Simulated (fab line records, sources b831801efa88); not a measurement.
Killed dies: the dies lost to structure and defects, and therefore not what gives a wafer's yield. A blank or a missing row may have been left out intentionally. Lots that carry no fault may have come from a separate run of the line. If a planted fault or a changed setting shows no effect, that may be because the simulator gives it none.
Which of the tools did it? / flow sky130 / Sampling: 13 lots, 39 wafers, 4 of 708 route steps

== WHAT THE GAUGES SHOWED, per wafer ==
The record lacks any reading of a measuring or inspecting step that a usual standard deviation could be used to judge.

== EACH LOT AND THE TOOL THAT RAN IT (in order: tool; ch and the chambers of the sampled wafers; start) ==
lot=L555; SKY_SONOS_ONO_OXIDATION_00=furnace-02 ch 0, day 12 05:47; SKY_METAL1_SPUTTER_04=pvd_sputter-02, day 32 12:35; SKY_VIA1_SPUTTER_20=pvd_sputter-03, day 34 19:12; SKY_VIA2_STRIP_16=plasma_asher-03 ch 0,1, day 37 02:31
lot=L554; SKY_SONOS_ONO_OXIDATION_00=furnace-02 ch 0, day 12 08:39; SKY_METAL1_SPUTTER_04=pvd_sputter-02, day 33 06:26; SKY_VIA1_SPUTTER_20=pvd_sputter-02, day 35 14:23; SKY_VIA2_STRIP_16=plasma_asher-02 ch 0,1, day 37 20:24
lot=L557; SKY_SONOS_ONO_OXIDATION_00=furnace-02 ch 0, day 12 08:39; SKY_METAL1_SPUTTER_04=pvd_sputter-01, day 33 06:09; SKY_VIA1_SPUTTER_20=pvd_sputter-03, day 35 13:23; SKY_VIA2_STRIP_16=plasma_asher-04 ch 0, day 37 19:32
lot=L556; SKY_SONOS_ONO_OXIDATION_00=furnace-02 ch 0, day 12 11:10; SKY_METAL1_SPUTTER_04=pvd_sputter-04, day 33 07:23; SKY_VIA1_SPUTTER_20=pvd_sputter-03, day 35 14:32; SKY_VIA2_STRIP_16=plasma_asher-02 ch 0,1, day 37 20:43
lot=L560; SKY_SONOS_ONO_OXIDATION_00=furnace-02 ch 0, day 13 11:07; SKY_METAL1_SPUTTER_04=pvd_sputter-02, day 33 16:29; SKY_VIA1_SPUTTER_20=pvd_sputter-02, day 35 23:29; SKY_VIA2_STRIP_16=plasma_asher-03 ch 1, day 38 06:13
lot=L561; SKY_SONOS_ONO_OXIDATION_00=furnace-01 ch 0, day 13 19:34; SKY_METAL1_SPUTTER_04=pvd_sputter-02, day 34 01:14; SKY_VIA1_SPUTTER_20=pvd_sputter-02, day 36 08:24; SKY_VIA2_STRIP_16=plasma_asher-02 ch 0,1, day 38 13:39
lot=L563; SKY_SONOS_ONO_OXIDATION_00=furnace-02 ch 0, day 14 22:25; SKY_METAL1_SPUTTER_04=pvd_sputter-04, day 35 02:24; SKY_VIA1_SPUTTER_20=pvd_sputter-01, day 37 07:54; SKY_VIA2_STRIP_16=plasma_asher-03 ch 0,1, day 39 13:01
lot=L564; SKY_SONOS_ONO_OXIDATION_00=furnace-02 ch 0, day 14 23:46; SKY_METAL1_SPUTTER_04=pvd_sputter-02, day 35 00:09; SKY_VIA1_SPUTTER_20=pvd_sputter-02, day 37 06:58; SKY_VIA2_STRIP_16=plasma_asher-02 ch 0,1, day 39 12:07
lot=L565; SKY_SONOS_ONO_OXIDATION_00=furnace-01 ch 0, day 15 02:05; SKY_METAL1_SPUTTER_04=pvd_sputter-01, day 35 04:39; SKY_VIA1_SPUTTER_20=pvd_sputter-02, day 37 10:42; SKY_VIA2_STRIP_16=plasma_asher-02 ch 0,1, day 39 15:34
lot=L567; SKY_SONOS_ONO_OXIDATION_00=furnace-02 ch 0, day 16 03:37; SKY_METAL1_SPUTTER_04=pvd_sputter-04, day 37 04:35; SKY_VIA1_SPUTTER_20=pvd_sputter-02, day 39 10:13; SKY_VIA2_STRIP_16=plasma_asher-02 ch 0,1, day 41 12:58
lot=L570; SKY_SONOS_ONO_OXIDATION_00=furnace-02 ch 0, day 17 07:38; SKY_METAL1_SPUTTER_04=pvd_sputter-01, day 37 09:01; SKY_VIA1_SPUTTER_20=pvd_sputter-01, day 39 15:08; SKY_VIA2_STRIP_16=plasma_asher-03 ch 0,1, day 41 18:19
lot=L569; SKY_SONOS_ONO_OXIDATION_00=furnace-02 ch 0, day 17 08:59; SKY_METAL1_SPUTTER_04=pvd_sputter-01, day 37 11:08; SKY_VIA1_SPUTTER_20=pvd_sputter-02, day 39 16:26; SKY_VIA2_STRIP_16=plasma_asher-02 ch 0, day 41 19:55
lot=L577; SKY_SONOS_ONO_OXIDATION_00=furnace-01 ch 0, day 19 12:37; SKY_METAL1_SPUTTER_04=pvd_sputter-01, day 39 06:14; SKY_VIA1_SPUTTER_20=pvd_sputter-02, day 41 09:35; SKY_VIA2_STRIP_16=plasma_asher-03 ch 0,1, day 43 11:11
- SKY_SONOS_ONO_OXIDATION_00: stabilise 600 s, purge 300 s, target thk 2.6 nm.
- SKY_METAL1_SPUTTER_04: material TiN, target thk 70 nm, time 58.3 s.
- SKY_VIA1_SPUTTER_20: material TiN, target thk 20 nm, time 80 s.
- SKY_VIA2_STRIP_16: strips in O2/N2.

== AS READ BY THE TOOLS THEMSELVES (means over the sampled wafers that have a number; for cases with no such wafer, the mark the record gives instead) ==
SKY_SONOS_ONO_OXIDATION_00.
lot=L555; tool=furnace-02; spike_tc_upper_C (C)=800.0; zone_power_centre_pct (%)=15.8; zone_power_top_pct (%)=27.5; zone_power_upper_pct (%)=13.5
lot=L554; tool=furnace-02; spike_tc_upper_C (C)=800.7; zone_power_centre_pct (%)=15.9; zone_power_top_pct (%)=27.4; zone_power_upper_pct (%)=13.7
lot=L557; tool=furnace-02; spike_tc_upper_C (C)=800.4; zone_power_centre_pct (%)=15.9; zone_power_top_pct (%)=27.5; zone_power_upper_pct (%)=13.7
lot=L556; tool=furnace-02; spike_tc_upper_C (C)=799.8; zone_power_centre_pct (%)=15.8; zone_power_top_pct (%)=27.2; zone_power_upper_pct (%)=13.5
lot=L560; tool=furnace-02; spike_tc_upper_C (C)=800.0; zone_power_centre_pct (%)=15.9; zone_power_top_pct (%)=27.6; zone_power_upper_pct (%)=13.6
lot=L561; tool=furnace-01; spike_tc_upper_C (C)=800.4; zone_power_centre_pct (%)=19.3; zone_power_top_pct (%)=28.2; zone_power_upper_pct (%)=16.6
lot=L563; tool=furnace-02; spike_tc_upper_C (C)=800.2; zone_power_centre_pct (%)=15.7; zone_power_top_pct (%)=27.9; zone_power_upper_pct (%)=13.7
lot=L564; tool=furnace-02; spike_tc_upper_C (C)=800.2; zone_power_centre_pct (%)=15.9; zone_power_top_pct (%)=27.5; zone_power_upper_pct (%)=13.6
lot=L565; tool=furnace-01; spike_tc_upper_C (C)=801.8; zone_power_centre_pct (%)=19.3; zone_power_top_pct (%)=28.5; zone_power_upper_pct (%)=16.5
lot=L567; tool=furnace-02; spike_tc_upper_C (C)=835.1; zone_power_centre_pct (%)=10.5; zone_power_top_pct (%)=21.2; zone_power_upper_pct (%)=24.1
lot=L570; tool=furnace-02; spike_tc_upper_C (C)=833.6; zone_power_centre_pct (%)=10.5; zone_power_top_pct (%)=21.0; zone_power_upper_pct (%)=23.9
lot=L569; tool=furnace-02; spike_tc_upper_C (C)=834.5; zone_power_centre_pct (%)=10.5; zone_power_top_pct (%)=21.1; zone_power_upper_pct (%)=24.0
lot=L577; tool=furnace-01; spike_tc_upper_C (C)=801.0; zone_power_centre_pct (%)=19.3; zone_power_top_pct (%)=28.6; zone_power_upper_pct (%)=16.4

SKY_METAL1_SPUTTER_04.
lot=L555; tool=pvd_sputter-02; throttle_valve_pct (%)=31.2
lot=L554; tool=pvd_sputter-02; throttle_valve_pct (%)=30.0
lot=L557; tool=pvd_sputter-01; throttle_valve_pct (%)=29.2
lot=L556; tool=pvd_sputter-04; throttle_valve_pct (%)=30.6
lot=L560; tool=pvd_sputter-02; throttle_valve_pct (%)=28.7
lot=L561; tool=pvd_sputter-02; throttle_valve_pct (%)=30.4
lot=L563; tool=pvd_sputter-04; throttle_valve_pct (%)=30.4
lot=L564; tool=pvd_sputter-02; throttle_valve_pct (%)=30.7
lot=L565; tool=pvd_sputter-01; throttle_valve_pct (%)=30.6
lot=L567; tool=pvd_sputter-04; throttle_valve_pct (%)=30.6
lot=L570; tool=pvd_sputter-01; throttle_valve_pct (%)=30.0
lot=L569; tool=pvd_sputter-01; throttle_valve_pct (%)=30.0
lot=L577; tool=pvd_sputter-01; throttle_valve_pct (%)=29.4

SKY_VIA1_SPUTTER_20.
lot=L555; tool=pvd_sputter-03; throttle_valve_pct (%)=29.9
lot=L554; tool=pvd_sputter-02; throttle_valve_pct (%)=30.1
lot=L557; tool=pvd_sputter-03; throttle_valve_pct (%)=30.1
lot=L556; tool=pvd_sputter-03; throttle_valve_pct (%)=29.7
lot=L560; tool=pvd_sputter-02; throttle_valve_pct (%)=29.2
lot=L561; tool=pvd_sputter-02; throttle_valve_pct (%)=30.2
lot=L563; tool=pvd_sputter-01; throttle_valve_pct (%)=29.2
lot=L564; tool=pvd_sputter-02; throttle_valve_pct (%)=30.9
lot=L565; tool=pvd_sputter-02; throttle_valve_pct (%)=31.2
lot=L567; tool=pvd_sputter-02; throttle_valve_pct (%)=29.8
lot=L570; tool=pvd_sputter-01; throttle_valve_pct (%)=29.2
lot=L569; tool=pvd_sputter-02; throttle_valve_pct (%)=30.4
lot=L577; tool=pvd_sputter-02; throttle_valve_pct (%)=29.3

SKY_VIA2_STRIP_16.
lot=L555; tool=plasma_asher-03; drypump_motor_current_A (A)=5.7; o2_flow_sccm (sccm)=3004; oes_product_au (a.u.)=0.400; strip_time_to_endpoint_s (s)=4.10
lot=L554; tool=plasma_asher-02; drypump_motor_current_A (A)=5.8; o2_flow_sccm (sccm)=2995; oes_product_au (a.u.)=0.397; strip_time_to_endpoint_s (s)=4.07
lot=L557; tool=plasma_asher-04; drypump_motor_current_A (A)=5.7; o2_flow_sccm (sccm)=2985; oes_product_au (a.u.)=0.402; strip_time_to_endpoint_s (s)=4.10
lot=L556; tool=plasma_asher-02; drypump_motor_current_A (A)=5.8; o2_flow_sccm (sccm)=3012; oes_product_au (a.u.)=0.399; strip_time_to_endpoint_s (s)=4.06
lot=L560; tool=plasma_asher-03; drypump_motor_current_A (A)=5.0; o2_flow_sccm (sccm)=2999; oes_product_au (a.u.)=0.404; strip_time_to_endpoint_s (s)=4.06
lot=L561; tool=plasma_asher-02; drypump_motor_current_A (A)=5.6; o2_flow_sccm (sccm)=3003; oes_product_au (a.u.)=0.400; strip_time_to_endpoint_s (s)=4.06
lot=L563; tool=plasma_asher-03; drypump_motor_current_A (A)=5.6; o2_flow_sccm (sccm)=2986; oes_product_au (a.u.)=0.396; strip_time_to_endpoint_s (s)=4.04
lot=L564; tool=plasma_asher-02; drypump_motor_current_A (A)=5.6; o2_flow_sccm (sccm)=2989; oes_product_au (a.u.)=0.400; strip_time_to_endpoint_s (s)=4.08
lot=L565; tool=plasma_asher-02; drypump_motor_current_A (A)=5.6; o2_flow_sccm (sccm)=2996; oes_product_au (a.u.)=0.398; strip_time_to_endpoint_s (s)=4.08
lot=L567; tool=plasma_asher-02; drypump_motor_current_A (A)=5.6; o2_flow_sccm (sccm)=2995; oes_product_au (a.u.)=0.397; strip_time_to_endpoint_s (s)=4.09
lot=L570; tool=plasma_asher-03; drypump_motor_current_A (A)=5.3; o2_flow_sccm (sccm)=3001; oes_product_au (a.u.)=0.395; strip_time_to_endpoint_s (s)=4.06
lot=L569; tool=plasma_asher-02; drypump_motor_current_A (A)=6.0; o2_flow_sccm (sccm)=2995; oes_product_au (a.u.)=0.401; strip_time_to_endpoint_s (s)=4.09
lot=L577; tool=plasma_asher-03; drypump_motor_current_A (A)=5.7; o2_flow_sccm (sccm)=2996; oes_product_au (a.u.)=0.396; strip_time_to_endpoint_s (s)=4.11

== THE ANSWER, worked out from the rows above alone ==
Rule: the usual values come from the lots themselves. The widest of any qualifying gaps counts: lots, ordered by their means at a reading, are off when they make up no more than a third of the lots, leave a main group of 4 or more, and stand apart from it by 3 or more times the standard deviation of that group's means. A main group is skipped when, at the precision printed for the reading in the tables above, its means are all equal. Also off: a lot with no number at a reading for which 4 or more lots have one. Where the step has rows for the other lots, those lots are counted as sound. First the gauges in route order, then the tools' own readings, where a lot's mean is used as printed above. At the first step where some lot is off, the reading lying furthest off is the one used; lots without a number count as furthest.
Off: L567, L570, L569, at SKY_SONOS_ONO_OXIDATION_00 (spike_tc_upper_C). The main group has a mean of 800.5 C with a standard deviation of 0.56.
If a tool, at that step or one of the process steps before it, ran each lot that is off and ran no sound lot following the first of them, it fits. One fits: SKY_SONOS_ONO_OXIDATION_00 on furnace-02. Its last sound lot is L564 (day 14 23:46), its first lot that is off L567 (day 16 03:37): a fault that began between those two fits.
The tool's own readings at SKY_SONOS_ONO_OXIDATION_00 bear it out: on the lots that are off they differ by more than 5 times the standard deviation of the sound lots' means. spike_tc_upper_C reads 834.4 C there against 800.5 C on the sound lots; zone_power_top_pct reads 21.1 % there against 27.8 % on the sound lots; zone_power_upper_pct reads 24.0 % there against 14.5 % on the sound lots.

== WHAT THE SIMULATOR HAD PUT IN ==
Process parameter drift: furnace-02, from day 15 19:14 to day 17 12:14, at SKY_SONOS_ONO_OXIDATION_00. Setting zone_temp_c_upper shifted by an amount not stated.
Struck lots among those shown: L567, L570, L569. This agrees with what the rule above found.
